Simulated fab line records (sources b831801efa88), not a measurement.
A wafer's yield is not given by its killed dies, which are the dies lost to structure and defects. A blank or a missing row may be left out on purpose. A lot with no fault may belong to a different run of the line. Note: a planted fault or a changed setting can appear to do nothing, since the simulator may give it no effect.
Which tool did it? || flow sky130 || 36 wafers sampled from 12 lots at 1 step of a route of 708

== WHAT THE GAUGES SHOWED, per wafer ==
SKY_NWELL_THK_MEAS_02.
{"lot": "L075", "measured": "day 2 17:32", "on": "film-metro-04", "NWELL_OXIDATION_THK (nm)": "10.27 10.28 10.12"}
{"lot": "L077", "measured": "day 3 04:16", "on": "film-metro-01", "NWELL_OXIDATION_THK (nm)": "10.05 10.01 10.10"}
{"lot": "L079", "measured": "day 3 15:02", "on": "film-metro-03", "NWELL_OXIDATION_THK (nm)": "9.97 10.04 9.70"}
{"lot": "L081", "measured": "day 4 02:35", "on": "film-metro-01", "NWELL_OXIDATION_THK (nm)": "9.91 9.69 9.89"}
{"lot": "L083", "measured": "day 4 09:20", "on": "film-metro-03", "NWELL_OXIDATION_THK (nm)": "10.27 10.29 10.34"}
{"lot": "L085", "measured": "day 4 21:02", "on": "film-metro-01", "NWELL_OXIDATION_THK (nm)": "10.04 10.05 9.98"}
{"lot": "L087", "measured": "day 5 07:27", "on": "film-metro-03", "NWELL_OXIDATION_THK (nm)": "10.46 10.18 10.25"}
{"lot": "L089", "measured": "day 5 18:10", "on": "film-metro-01", "NWELL_OXIDATION_THK (nm)": "9.99 10.03 9.94"}
{"lot": "L091", "measured": "day 6 06:26", "on": "film-metro-01", "NWELL_OXIDATION_THK (nm)": "10.00 9.85 9.73"}
{"lot": "L093", "measured": "day 6 13:45", "on": "film-metro-01", "NWELL_OXIDATION_THK (nm)": "10.34 10.22 10.51"}
{"lot": "L095", "measured": "day 7 00:11", "on": "film-metro-03", "NWELL_OXIDATION_THK (nm)": "10.42 10.23 10.28"}
{"lot": "L097", "measured": "day 7 14:13", "on": "film-metro-03", "NWELL_OXIDATION_THK (nm)": "10.07 10.14 10.11"}

== TOOL THAT RAN EACH LOT (tool first, then ch and the chambers of the sampled wafers, then the start) ==
The record shows no process step preceding these readings.

== THE ANSWER, worked out from the rows above alone ==
Rule: the lots themselves supply what counts as usual. Put in order of their means at a reading, lots are off if they are a third of the lots or fewer, leave a main group of 4 or more, and stand apart from it by a gap of 3 or more times the standard deviation of the main group's means; of several such gaps the widest counts. Not used: any main group whose means are identical at the precision the tables above print for the reading. Also off: a lot with no number at a reading for which 4 or more lots have one. Any other lot the step has rows for is counted as sound.
Nothing can be told from this: no lot is off at any reading shown.

== WHAT HAD BEEN PUT IN BY THE SIMULATOR ==
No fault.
